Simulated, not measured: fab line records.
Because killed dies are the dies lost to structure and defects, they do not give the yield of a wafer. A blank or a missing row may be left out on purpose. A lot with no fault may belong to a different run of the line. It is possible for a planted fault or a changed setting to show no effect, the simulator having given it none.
fab line records / flow sky130
[record] lots = 6 wafers = 18 last-day = 50
route steps=708 shown VT_ADJUST_LVTN@116 VT_ADJUST_NCORE@119
lots untouched by any fault: they come from a run of this same line in which no faults occurred
start-h: hours from the record's opening day to when the first of the lot's shown wafers began / wait-h: time in hours since the lot's previous step / " as in the row above / L1.1+2: a row that stands for several wafers / - no value present, or no start provided / * or withheld: withheld / < > ~ a bound
route shown NAME@n: NAME is a module with steps in the file, n the number in the route of the first one / usual: the fault-free wafers' mean and standard deviation / same: alike in all rows / chamber/n: place in a boat / sites: per-site readings / _std_site: the values' standard deviation / _edge_site: the outer-site mean with the inner-site mean subtracted / radius-mm: for every site, how far away it sits from the centre of the wafer / mask NAME#n: copy n / behind: the tool/chamber that last shaped the wafer / hold: the reason the lot was held/the length of the hold in hours/how it ended / device: names the non-switching transistor (n, p or np) / end of line: tests run on the same wafers once the route is complete / a step with no rows: only its recipe / killed: not the wafer's yield, but the dies lost to structure and defects at the first sort / map: shows each die of a wafer: x if killed, . if not, _ if none is there
set.NAME: the setting as run; set.NAME@STEP: as run at that earlier step / model.NAME: the simulator's own value behind a step, which no gauge read
a table for each step, a row for each wafer; lots at some steps of the route
services: from which hour (start-h, from the record's first day; less than 0 if before it) a tool's chamber was out of use, for how many hours, and why
[[steps]]
[step SKY_VT_ADJUST_LVTN_IMPLANT_19]
[recipe] species = B energy-kev = 30 dose-cm2 = 6.5e+11 tilt-deg = withheld
[step SKY_VT_ADJUST_LVTN_STRIP_20]
[recipe] chemistry = O2/N2 power-w = 1400 pressure-mtorr = 1500 platen-temp-c = withheld o2-flow-sccm = 3000 n2-flow-sccm = 300 overash-fraction = 0.5
[usual] drypump-motor-current-A = 5.36/0.17 oes-product-au = 0.716/0.0042 strip-time-to-endpoint-s = 14.18/0.039
lot.wafer=L950.2 tool=plasma-asher-04 chamber=1 start-h=170.32 wait-h=0.1 drypump-motor-current-A=4.92 oes-product-au=0.720 rf-hours-counter-h=36 strip-time-to-endpoint-s=14.21
lot.wafer=L950.3 tool=plasma-asher-04 chamber=1 start-h=170.32 wait-h=0.1 drypump-motor-current-A=4.92 oes-product-au=0.717 rf-hours-counter-h=- strip-time-to-endpoint-s=14.20
lot.wafer=L950.6 tool=plasma-asher-04 chamber=0 start-h=170.32 wait-h=0.1 drypump-motor-current-A=5.46 oes-product-au=0.715 rf-hours-counter-h=- strip-time-to-endpoint-s=14.20
lot.wafer=L956.1 tool=plasma-asher-03 chamber=1 start-h=207.67 wait-h=0.1 drypump-motor-current-A=5.56 oes-product-au=0.718 rf-hours-counter-h=54 strip-time-to-endpoint-s=14.18
lot.wafer=L956.3 tool=plasma-asher-03 chamber=1 start-h=207.67 wait-h=0.1 drypump-motor-current-A=5.56 oes-product-au=0.716 rf-hours-counter-h=- strip-time-to-endpoint-s=14.21
lot.wafer=L956.4 tool=plasma-asher-03 chamber=0 start-h=207.67 wait-h=0.1 drypump-motor-current-A=5.35 oes-product-au=0.714 rf-hours-counter-h=- strip-time-to-endpoint-s=14.22
lot.wafer=L961.1 tool=plasma-asher-02 chamber=0 start-h=243.05 wait-h=0.1 drypump-motor-current-A=5.30 oes-product-au=0.717 rf-hours-counter-h=55 strip-time-to-endpoint-s=14.14
lot.wafer=L961.4 tool=plasma-asher-02 chamber=1 start-h=243.05 wait-h=0.1 drypump-motor-current-A=5.36 oes-product-au=0.713 rf-hours-counter-h=- strip-time-to-endpoint-s=14.13
lot.wafer=L961.5 tool=plasma-asher-02 chamber=1 start-h=243.05 wait-h=0.1 drypump-motor-current-A=5.35 oes-product-au=0.720 rf-hours-counter-h=- strip-time-to-endpoint-s=14.14
lot.wafer=L962.4 tool=plasma-asher-02 chamber=1 start-h=248.31 wait-h=0.1 drypump-motor-current-A=5.36 oes-product-au=0.712 rf-hours-counter-h=- strip-time-to-endpoint-s=14.17
lot.wafer=L962.5 tool=plasma-asher-02 chamber=0 start-h=248.31 wait-h=0.1 drypump-motor-current-A=5.32 oes-product-au=0.720 rf-hours-counter-h=- strip-time-to-endpoint-s=14.21
lot.wafer=L962.6 tool=plasma-asher-02 chamber=1 start-h=248.31 wait-h=0.1 drypump-motor-current-A=5.38 oes-product-au=0.715 rf-hours-counter-h=- strip-time-to-endpoint-s=14.25
lot.wafer=L969.2 tool=plasma-asher-02 chamber=0 start-h=294.32 wait-h=0.1 drypump-motor-current-A=5.29 oes-product-au=0.711 rf-hours-counter-h=60 strip-time-to-endpoint-s=14.17
lot.wafer=L969.4 tool=plasma-asher-02 chamber=1 start-h=294.32 wait-h=0.1 drypump-motor-current-A=5.37 oes-product-au=0.715 rf-hours-counter-h=- strip-time-to-endpoint-s=14.19
lot.wafer=L969.5 tool=plasma-asher-02 chamber=0 start-h=294.32 wait-h=0.1 drypump-motor-current-A=5.29 oes-product-au=0.715 rf-hours-counter-h=- strip-time-to-endpoint-s=14.20
lot.wafer=L971.1 tool=plasma-asher-02 chamber=1 start-h=314.32 wait-h=0.1 drypump-motor-current-A=5.36 oes-product-au=0.704 rf-hours-counter-h=62 strip-time-to-endpoint-s=14.15
lot.wafer=L971.3 tool=plasma-asher-02 chamber=0 start-h=314.32 wait-h=0.1 drypump-motor-current-A=5.31 oes-product-au=0.725 rf-hours-counter-h=- strip-time-to-endpoint-s=14.13
lot.wafer=L971.4 tool=plasma-asher-02 chamber=1 start-h=314.32 wait-h=0.1 drypump-motor-current-A=5.35 oes-product-au=0.712 rf-hours-counter-h=- strip-time-to-endpoint-s=14.12
[step SKY_VT_ADJUST_LVTN_TW_MEAS_21]
[usual] VT_ADJUST_LVTN_2_TW = 187.0/0.99
lot.wafer=L950.2 tool=film-metro-02 chamber=- start-h=170.43 wait-h=0.1 VT_ADJUST_LVTN_2_TW=187.1
lot.wafer=L950.3 tool=film-metro-02 chamber=- start-h=170.43 wait-h=0.1 VT_ADJUST_LVTN_2_TW=186.7
lot.wafer=L950.6 tool=film-metro-02 chamber=- start-h=170.43 wait-h=0.1 VT_ADJUST_LVTN_2_TW=185.9
lot.wafer=L956.1 tool=film-metro-03 chamber=- start-h=207.77 wait-h=0.1 VT_ADJUST_LVTN_2_TW=188.4
lot.wafer=L956.3 tool=film-metro-03 chamber=- start-h=207.77 wait-h=0.1 VT_ADJUST_LVTN_2_TW=188.1
lot.wafer=L956.4 tool=film-metro-03 chamber=- start-h=207.77 wait-h=0.1 VT_ADJUST_LVTN_2_TW=187.2
lot.wafer=L961.1 tool=film-metro-01 chamber=- start-h=243.15 wait-h=0.1 VT_ADJUST_LVTN_2_TW=187.2
lot.wafer=L961.4 tool=film-metro-01 chamber=- start-h=243.15 wait-h=0.1 VT_ADJUST_LVTN_2_TW=187.1
lot.wafer=L961.5 tool=film-metro-01 chamber=- start-h=243.15 wait-h=0.1 VT_ADJUST_LVTN_2_TW=186.2
lot.wafer=L962.4 tool=film-metro-01 chamber=- start-h=248.41 wait-h=0.1 VT_ADJUST_LVTN_2_TW=186.1
lot.wafer=L962.5 tool=film-metro-01 chamber=- start-h=248.41 wait-h=0.1 VT_ADJUST_LVTN_2_TW=186.5
lot.wafer=L962.6 tool=film-metro-01 chamber=- start-h=248.41 wait-h=0.1 VT_ADJUST_LVTN_2_TW=185.4
lot.wafer=L969.2 tool=film-metro-03 chamber=- start-h=294.43 wait-h=0.1 VT_ADJUST_LVTN_2_TW=187.7
lot.wafer=L969.4 tool=film-metro-03 chamber=- start-h=294.43 wait-h=0.1 VT_ADJUST_LVTN_2_TW=188.2
lot.wafer=L969.5 tool=film-metro-03 chamber=- start-h=294.43 wait-h=0.1 VT_ADJUST_LVTN_2_TW=188.9
lot.wafer=L971.1 tool=film-metro-01 chamber=- start-h=314.42 wait-h=0.1 VT_ADJUST_LVTN_2_TW=188.7
lot.wafer=L971.3 tool=film-metro-01 chamber=- start-h=314.42 wait-h=0.1 VT_ADJUST_LVTN_2_TW=188.8
lot.wafer=L971.4 tool=film-metro-01 chamber=- start-h=314.42 wait-h=0.1 VT_ADJUST_LVTN_2_TW=187.9
[step SKY_VT_ADJUST_NCORE_DEHYDRATE_00]
[recipe] temp-c = 200 time-s = 60
[step SKY_VT_ADJUST_NCORE_HMDS_01]
[recipe] prime-time-s = 60 prime-temp-c = 120
[step SKY_VT_ADJUST_NCORE_COAT_02]
[recipe] resist = NOVOLAK spin-rpm = 3000 resist-thk-nm = 1140
[step SKY_VT_ADJUST_NCORE_SOFTBAKE_03]
[recipe] temp-c = 90 time-s = 60 resist = NOVOLAK
[step SKY_VT_ADJUST_NCORE_EXPOSE_04]
[recipe] mask-id = LVTN_COMPLEMENT_THIN na = 0.6 source-shape = conventional sigma-outer = 0.6 polarization = unpolarized target-cd-nm = 380 dose-mj = 139
[step SKY_VT_ADJUST_NCORE_PEB_05]
[recipe] temp-c = withheld time-s = * resist = NOVOLAK
[step SKY_VT_ADJUST_NCORE_DEVELOP_06]
[recipe] resist = NOVOLAK developer = TMAH develop-time-s = 60 dev-temp-c = 23
[step SKY_VT_ADJUST_NCORE_CD_MEAS_07]
[recipe] target-cd-nm = 380
[usual] cd-nm = 379.9/2.8
lot.wafer=L950.2 tool=cd-sem-02 chamber=- start-h=189.99 wait-h=0.1 cd-nm=379.5
lot.wafer=L950.3 tool=cd-sem-02 chamber=- start-h=189.99 wait-h=0.1 cd-nm=377.7
lot.wafer=L950.6 tool=cd-sem-02 chamber=- start-h=189.99 wait-h=0.1 cd-nm=379.6
lot.wafer=L956.1 tool=cd-sem-01 chamber=- start-h=228.88 wait-h=0.1 cd-nm=379.3
lot.wafer=L956.3 tool=cd-sem-01 chamber=- start-h=228.88 wait-h=0.1 cd-nm=379.5
lot.wafer=L956.4 tool=cd-sem-01 chamber=- start-h=228.88 wait-h=0.1 cd-nm=379.6
lot.wafer=L961.1 tool=cd-sem-02 chamber=- start-h=267.43 wait-h=0.1 cd-nm=378.8
lot.wafer=L961.4 tool=cd-sem-02 chamber=- start-h=267.43 wait-h=0.1 cd-nm=376.1
lot.wafer=L961.5 tool=cd-sem-02 chamber=- start-h=267.43 wait-h=0.1 cd-nm=374.1
lot.wafer=L962.4 tool=cd-sem-02 chamber=- start-h=272.19 wait-h=0.1 cd-nm=377.5
lot.wafer=L962.5 tool=cd-sem-02 chamber=- start-h=272.19 wait-h=0.1 cd-nm=377.5
lot.wafer=L962.6 tool=cd-sem-02 chamber=- start-h=272.19 wait-h=0.1 cd-nm=379.1
lot.wafer=L969.2 tool=cd-sem-01 chamber=- start-h=320.94 wait-h=0.1 cd-nm=387.5
lot.wafer=L969.4 tool=cd-sem-01 chamber=- start-h=320.94 wait-h=0.1 cd-nm=387.6
lot.wafer=L969.5 tool=cd-sem-01 chamber=- start-h=320.94 wait-h=0.1 cd-nm=387.4
lot.wafer=L971.1 tool=cd-sem-01 chamber=- start-h=340.84 wait-h=0.1 cd-nm=376.5
lot.wafer=L971.3 tool=cd-sem-01 chamber=- start-h=340.84 wait-h=0.1 cd-nm=379.9
lot.wafer=L971.4 tool=cd-sem-01 chamber=- start-h=340.84 wait-h=0.1 cd-nm=382.2
[step SKY_VT_ADJUST_NCORE_OVL_MEAS_08]
[usual] VT_ADJUST_NCORE_OVL = -0.2/1.6
lot.wafer=L950.2 tool=overlay-01 chamber=- start-h=190.10 wait-h=0.1 VT_ADJUST_NCORE_OVL[nm]=-1.8
lot.wafer=L950.3 tool=overlay-01 chamber=- start-h=190.10 wait-h=0.1 VT_ADJUST_NCORE_OVL[nm]=-1.9
lot.wafer=L950.6 tool=overlay-01 chamber=- start-h=190.10 wait-h=0.1 VT_ADJUST_NCORE_OVL[nm]=-0.8
lot.wafer=L956.1 tool=overlay-01 chamber=- start-h=229.00 wait-h=0.1 VT_ADJUST_NCORE_OVL[nm]=3.1
lot.wafer=L956.3 tool=overlay-01 chamber=- start-h=229.00 wait-h=0.1 VT_ADJUST_NCORE_OVL[nm]=1.9
lot.wafer=L956.4 tool=overlay-01 chamber=- start-h=229.00 wait-h=0.1 VT_ADJUST_NCORE_OVL[nm]=0.2
lot.wafer=L961.1 tool=overlay-01 chamber=- start-h=267.55 wait-h=0.1 VT_ADJUST_NCORE_OVL[nm]=-1.1
lot.wafer=L961.4 tool=overlay-01 chamber=- start-h=267.55 wait-h=0.1 VT_ADJUST_NCORE_OVL[nm]=-0.2
lot.wafer=L961.5 tool=overlay-01 chamber=- start-h=267.55 wait-h=0.1 VT_ADJUST_NCORE_OVL[nm]=-0.1
lot.wafer=L962.4 tool=overlay-01 chamber=- start-h=272.27 wait-h=0.1 VT_ADJUST_NCORE_OVL[nm]=-1.5
lot.wafer=L962.5 tool=overlay-01 chamber=- start-h=272.27 wait-h=0.1 VT_ADJUST_NCORE_OVL[nm]=-0.9
lot.wafer=L962.6 tool=overlay-01 chamber=- start-h=272.27 wait-h=0.1 VT_ADJUST_NCORE_OVL[nm]=-2.2
lot.wafer=L969.2 tool=overlay-02 chamber=- start-h=321.05 wait-h=0.1 VT_ADJUST_NCORE_OVL[nm]=-0.5
lot.wafer=L969.4 tool=overlay-02 chamber=- start-h=321.05 wait-h=0.1 VT_ADJUST_NCORE_OVL[nm]=-1.1
lot.wafer=L969.5 tool=overlay-02 chamber=- start-h=321.05 wait-h=0.1 VT_ADJUST_NCORE_OVL[nm]=1.4
lot.wafer=L971.1 tool=overlay-01 chamber=- start-h=340.96 wait-h=0.1 VT_ADJUST_NCORE_OVL[nm]=-2.7
lot.wafer=L971.3 tool=overlay-01 chamber=- start-h=340.96 wait-h=0.1 VT_ADJUST_NCORE_OVL[nm]=0.0
lot.wafer=L971.4 tool=overlay-01 chamber=- start-h=340.96 wait-h=0.1 VT_ADJUST_NCORE_OVL[nm]=-0.6
[step SKY_VT_ADJUST_NCORE_IMPLANT_09]
[recipe] species = B energy-kev = 10 dose-cm2 = 2.4e+12 tilt-deg = withheld
[usual] beam-energy-keV = 10.000/0.003 beam-on-s = 10.02/0.2 implant-ion-amu = 11/0
lot.wafer=L950.2 tool=implanter-01 chamber=0 start-h=190.15 wait-h=0.0 beam-energy-keV=10.005 beam-on-s=10.16 implant-ion-amu=11
lot.wafer=L950.3 tool=implanter-01 chamber=0 start-h=190.15 wait-h=0.0 beam-energy-keV=10.003 beam-on-s=10.09 implant-ion-amu=11
lot.wafer=L950.6 tool=implanter-01 chamber=0 start-h=190.15 wait-h=0.0 beam-energy-keV=9.999 beam-on-s=10.08 implant-ion-amu=11
lot.wafer=L956.1 tool=implanter-01 chamber=0 start-h=229.04 wait-h=0.0 beam-energy-keV=10.000 beam-on-s=9.85 implant-ion-amu=11
lot.wafer=L956.3 tool=implanter-01 chamber=0 start-h=229.04 wait-h=0.0 beam-energy-keV=9.997 beam-on-s=9.97 implant-ion-amu=11
lot.wafer=L956.4 tool=implanter-01 chamber=0 start-h=229.04 wait-h=0.0 beam-energy-keV=9.998 beam-on-s=10.08 implant-ion-amu=11
lot.wafer=L961.1 tool=implanter-01 chamber=- start-h=267.59 wait-h=0.0 beam-energy-keV=- beam-on-s=- implant-ion-amu=-
lot.wafer=L961.4 tool=implanter-01 chamber=- start-h=267.59 wait-h=0.0 beam-energy-keV=- beam-on-s=- implant-ion-amu=-
lot.wafer=L961.5 tool=implanter-01 chamber=- start-h=267.59 wait-h=0.0 beam-energy-keV=- beam-on-s=- implant-ion-amu=-
lot.wafer=L962.4 tool=implanter-01 chamber=- start-h=272.36 wait-h=0.1 beam-energy-keV=- beam-on-s=- implant-ion-amu=-
lot.wafer=L962.5 tool=implanter-01 chamber=- start-h=272.36 wait-h=0.1 beam-energy-keV=- beam-on-s=- implant-ion-amu=-
lot.wafer=L962.6 tool=implanter-01 chamber=- start-h=272.36 wait-h=0.1 beam-energy-keV=- beam-on-s=- implant-ion-amu=-
lot.wafer=L969.2 tool=implanter-03 chamber=0 start-h=321.10 wait-h=0.0 beam-energy-keV=10.001 beam-on-s=9.59 implant-ion-amu=11
lot.wafer=L969.4 tool=implanter-03 chamber=0 start-h=321.10 wait-h=0.0 beam-energy-keV=9.999 beam-on-s=10.21 implant-ion-amu=11
lot.wafer=L969.5 tool=implanter-03 chamber=0 start-h=321.10 wait-h=0.0 beam-energy-keV=9.999 beam-on-s=10.41 implant-ion-amu=11
lot.wafer=L971.1 tool=implanter-03 chamber=0 start-h=340.99 wait-h=0.0 beam-energy-keV=10.005 beam-on-s=9.70 implant-ion-amu=11
lot.wafer=L971.3 tool=implanter-03 chamber=0 start-h=340.99 wait-h=0.0 beam-energy-keV=9.999 beam-on-s=9.88 implant-ion-amu=11
lot.wafer=L971.4 tool=implanter-03 chamber=0 start-h=340.99 wait-h=0.0 beam-energy-keV=10.002 beam-on-s=9.72 implant-ion-amu=11
[step SKY_VT_ADJUST_NCORE_STRIP_10]
[recipe] chemistry = O2/N2 power-w = 1400 pressure-mtorr = 1500 platen-temp-c = withheld o2-flow-sccm = 3000 n2-flow-sccm = 300 overash-fraction = 0.5
[usual] drypump-motor-current-A = 5.5/0.39 oes-product-au = 0.716/0.0046 strip-time-to-endpoint-s = 14.17/0.037
lot.wafer=L950.2 tool=plasma-asher-01 chamber=1 start-h=190.28 wait-h=0.1 drypump-motor-current-A=5.9 oes-product-au=0.722 rf-hours-counter-h=7 strip-time-to-endpoint-s=14.07
lot.wafer=L950.3 tool=plasma-asher-01 chamber=0 start-h=190.28 wait-h=0.1 drypump-motor-current-A=6.1 oes-product-au=0.707 rf-hours-counter-h=- strip-time-to-endpoint-s=14.18
lot.wafer=L950.6 tool=plasma-asher-01 chamber=1 start-h=190.28 wait-h=0.1 drypump-motor-current-A=5.9 oes-product-au=0.719 rf-hours-counter-h=- strip-time-to-endpoint-s=14.09
lot.wafer=L956.1 tool=plasma-asher-01 chamber=1 start-h=229.19 wait-h=0.1 drypump-motor-current-A=5.9 oes-product-au=0.716 rf-hours-counter-h=11 strip-time-to-endpoint-s=14.15
lot.wafer=L956.3 tool=plasma-asher-01 chamber=1 start-h=229.19 wait-h=0.1 drypump-motor-current-A=5.9 oes-product-au=0.726 rf-hours-counter-h=- strip-time-to-endpoint-s=14.19
lot.wafer=L956.4 tool=plasma-asher-01 chamber=0 start-h=229.19 wait-h=0.1 drypump-motor-current-A=6.1 oes-product-au=0.708 rf-hours-counter-h=- strip-time-to-endpoint-s=14.17
lot.wafer=L961.1 tool=plasma-asher-04 chamber=1 start-h=267.74 wait-h=0.1 drypump-motor-current-A=5.0 oes-product-au=0.720 rf-hours-counter-h=45 strip-time-to-endpoint-s=14.22
lot.wafer=L961.4 tool=plasma-asher-04 chamber=0 start-h=267.74 wait-h=0.1 drypump-motor-current-A=5.5 oes-product-au=0.710 rf-hours-counter-h=- strip-time-to-endpoint-s=14.21
lot.wafer=L961.5 tool=plasma-asher-04 chamber=1 start-h=267.74 wait-h=0.1 drypump-motor-current-A=4.9 oes-product-au=0.718 rf-hours-counter-h=- strip-time-to-endpoint-s=14.20
lot.wafer=L962.4 tool=plasma-asher-04 chamber=1 start-h=272.47 wait-h=0.1 drypump-motor-current-A=4.9 oes-product-au=0.709 rf-hours-counter-h=- strip-time-to-endpoint-s=14.19
lot.wafer=L962.5 tool=plasma-asher-04 chamber=0 start-h=272.47 wait-h=0.1 drypump-motor-current-A=5.5 oes-product-au=0.723 rf-hours-counter-h=- strip-time-to-endpoint-s=14.18
lot.wafer=L962.6 tool=plasma-asher-04 chamber=1 start-h=272.47 wait-h=0.1 drypump-motor-current-A=4.9 oes-product-au=0.712 rf-hours-counter-h=- strip-time-to-endpoint-s=14.14
lot.wafer=L969.2 tool=plasma-asher-02 chamber=0 start-h=321.23 wait-h=0.1 drypump-motor-current-A=5.3 oes-product-au=0.714 rf-hours-counter-h=63 strip-time-to-endpoint-s=14.14
lot.wafer=L969.4 tool=plasma-asher-02 chamber=0 start-h=321.23 wait-h=0.1 drypump-motor-current-A=5.3 oes-product-au=0.716 rf-hours-counter-h=- strip-time-to-endpoint-s=14.16
lot.wafer=L969.5 tool=plasma-asher-02 chamber=0 start-h=321.23 wait-h=0.1 drypump-motor-current-A=5.3 oes-product-au=0.712 rf-hours-counter-h=- strip-time-to-endpoint-s=14.15
lot.wafer=L971.1 tool=plasma-asher-01 chamber=0 start-h=341.14 wait-h=0.1 drypump-motor-current-A=6.1 oes-product-au=0.716 rf-hours-counter-h=21 strip-time-to-endpoint-s=14.22
lot.wafer=L971.3 tool=plasma-asher-01 chamber=0 start-h=341.14 wait-h=0.1 drypump-motor-current-A=6.1 oes-product-au=0.717 rf-hours-counter-h=- strip-time-to-endpoint-s=14.24
lot.wafer=L971.4 tool=plasma-asher-01 chamber=1 start-h=341.14 wait-h=0.1 drypump-motor-current-A=5.8 oes-product-au=0.720 rf-hours-counter-h=- strip-time-to-endpoint-s=14.17
[step SKY_VT_ADJUST_NCORE_TW_MEAS_11]
[usual] VT_ADJUST_NCORE_TW = 218.3/1
lot.wafer=L950.2 tool=film-metro-04 chamber=- start-h=190.39 wait-h=0.1 VT_ADJUST_NCORE_TW=217.8
lot.wafer=L950.3 tool=film-metro-04 chamber=- start-h=190.39 wait-h=0.1 VT_ADJUST_NCORE_TW=216.7
lot.wafer=L950.6 tool=film-metro-04 chamber=- start-h=190.39 wait-h=0.1 VT_ADJUST_NCORE_TW=218.0
lot.wafer=L956.1 tool=film-metro-03 chamber=- start-h=229.29 wait-h=0.1 VT_ADJUST_NCORE_TW=219.0
lot.wafer=L956.3 tool=film-metro-03 chamber=- start-h=229.29 wait-h=0.1 VT_ADJUST_NCORE_TW=219.2
lot.wafer=L956.4 tool=film-metro-03 chamber=- start-h=229.29 wait-h=0.1 VT_ADJUST_NCORE_TW=219.8
lot.wafer=L961.1 tool=film-metro-03 chamber=- start-h=267.84 wait-h=0.1 VT_ADJUST_NCORE_TW=29.8
lot.wafer=L961.4 tool=film-metro-03 chamber=- start-h=267.84 wait-h=0.1 VT_ADJUST_NCORE_TW=29.8
lot.wafer=L961.5 tool=film-metro-03 chamber=- start-h=267.84 wait-h=0.1 VT_ADJUST_NCORE_TW=29.8
lot.wafer=L962.4 tool=film-metro-04 chamber=- start-h=272.57 wait-h=0.1 VT_ADJUST_NCORE_TW=29.7
lot.wafer=L962.5 tool=film-metro-04 chamber=- start-h=272.57 wait-h=0.1 VT_ADJUST_NCORE_TW=29.8
lot.wafer=L962.6 tool=film-metro-04 chamber=- start-h=272.57 wait-h=0.1 VT_ADJUST_NCORE_TW=29.9
lot.wafer=L969.2 tool=film-metro-03 chamber=- start-h=321.34 wait-h=0.1 VT_ADJUST_NCORE_TW=219.7
lot.wafer=L969.4 tool=film-metro-03 chamber=- start-h=321.34 wait-h=0.1 VT_ADJUST_NCORE_TW=219.4
lot.wafer=L969.5 tool=film-metro-03 chamber=- start-h=321.34 wait-h=0.1 VT_ADJUST_NCORE_TW=218.4
lot.wafer=L971.1 tool=film-metro-03 chamber=- start-h=341.24 wait-h=0.1 VT_ADJUST_NCORE_TW=217.4
lot.wafer=L971.3 tool=film-metro-03 chamber=- start-h=341.24 wait-h=0.1 VT_ADJUST_NCORE_TW=218.8
lot.wafer=L971.4 tool=film-metro-03 chamber=- start-h=341.24 wait-h=0.1 VT_ADJUST_NCORE_TW=217.9
[[services]]
tool=implanter-01 chamber=- start-h=151.36 hours=2.3 kind=repair
tool=plasma-asher-01 chamber=- start-h=196.23 hours=1.2 kind=repair
tool=implanter-03 chamber=- start-h=222.53 hours=6.0 kind=repair
tool=implanter-03 chamber=- start-h=232.35 hours=1.5 kind=repair
tool=plasma-asher-01 chamber=- start-h=240.27 hours=1.3 kind=repair
tool=implanter-03 chamber=- start-h=269.93 hours=1.1 kind=repair
tool=plasma-asher-04 chamber=- start-h=277.38 hours=2.3 kind=repair
tool=implanter-01 chamber=- start-h=288.06 hours=3.3 kind=pm
tool=implanter-01 chamber=- start-h=317.03 hours=1.1 kind=repair
tool=plasma-asher-01 chamber=- start-h=317.86 hours=0.7 kind=repair
tool=plasma-asher-04 chamber=- start-h=319.39 hours=3.2 kind=repair
tool=implanter-03 chamber=- start-h=337.96 hours=2.5 kind=repair
[[key]]
[first-sign] step = SKY_VT_ADJUST_NCORE_IMPLANT_09 reading = tool-record direction = missing
[effect] step = SKY_VT_ADJUST_NCORE_TW_MEAS_11 reading = VT_ADJUST_NCORE_TW direction = down sigmas = 99+ usual = 218.3 struck = 29.8
met-at SKY_VT_ADJUST_NCORE_IMPLANT_09
struck-wafers L961.1,L961.4,L961.5,L962.4,L962.5,L962.6
later-rows-left-out L961.1,L961.4,L961.5,L962.4,L962.5,L962.6
sort-left-out L961.1,L961.4,L961.5,L962.4,L962.5,L962.6
tester-left-out L961,L962
onset-between 229.04 267.59
[fault] kind = skipped-step-whole tool = implanter-01 chamber = - onset-h = 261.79 steps = SKY_VT_ADJUST_NCORE_IMPLANT_09 scope = struck-lots-only
// tester-left-out: of these lots the tester's yield and bins aren't shown, on N5 and GAA mostly nor the transistor test; their killed dies are dies lost to structure and defects alone, not to doping, threshold or leakage, so they don't give the yield
// sort-left-out: the simulated sort isn't trusted on such a fault, so these wafers' sort isn't shown, and their yield isn't known
// later-rows-left-out: the simulator's readings of these wafers behind a module that went badly wrong aren't trusted and aren't shown, but for the sort
